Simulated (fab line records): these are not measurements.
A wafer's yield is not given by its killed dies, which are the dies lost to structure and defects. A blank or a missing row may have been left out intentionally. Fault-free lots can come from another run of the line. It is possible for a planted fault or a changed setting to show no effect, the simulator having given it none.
Which tool was responsible? :: flow sky130 :: 12 lots, 36 wafers sampled, at 1 step of a route of 708

## WHAT THE GAUGES READ, wafer by wafer
SKY_VIA2_BOW_MEAS_03.
lot: L075
measured: day 35 10:40
on: film-metro-01
VIA2_BOW (um): 79 78 77

lot: L076
measured: day 36 03:13
on: film-metro-01
VIA2_BOW (um): 77 81 80

lot: L079
measured: day 36 17:50
on: film-metro-02
VIA2_BOW (um): 90 98 87

lot: L082
measured: day 38 03:06
on: film-metro-03
VIA2_BOW (um): 81 82 82

lot: L083
measured: day 38 06:11
on: film-metro-02
VIA2_BOW (um): 81 96 93

lot: L085
measured: day 38 11:59
on: film-metro-02
VIA2_BOW (um): 78 78 74

lot: L087
measured: day 39 07:49
on: film-metro-02
VIA2_BOW (um): 81 88 90

lot: L089
measured: day 39 16:38
on: film-metro-01
VIA2_BOW (um): 76 74 78

lot: L091
measured: day 40 05:44
on: film-metro-02
VIA2_BOW (um): 49 69 68

lot: L093
measured: day 40 22:34
on: film-metro-03
VIA2_BOW (um): 96 93 95

lot: L095
measured: day 41 10:41
on: film-metro-03
VIA2_BOW (um): 95 96 82

lot: L097
measured: day 41 21:38
on: film-metro-03
VIA2_BOW (um): 94 81 91

## WHICH TOOL RAN EACH LOT (tool, then ch and the chambers of the sampled wafers, then the start)
The record holds no process step before these readings.

## THE ANSWER, worked out from the rows above alone
Rule: what is usual is taken from the lots themselves. The widest of any qualifying gaps counts: lots, ordered by their means at a reading, are off when they make up no more than a third of the lots, leave a main group of 4 or more, and stand apart from it by 3 or more times the standard deviation of that group's means. If all means in a main group match to the digits the tables above print for the reading, that group is not used. Also off: a lot with no number at a reading for which 4 or more lots have one. The other lots that the step has rows for count as sound.
Nothing can be told from this: no lot is off at any reading shown.

## WHAT HAD BEEN PUT IN BY THE SIMULATOR
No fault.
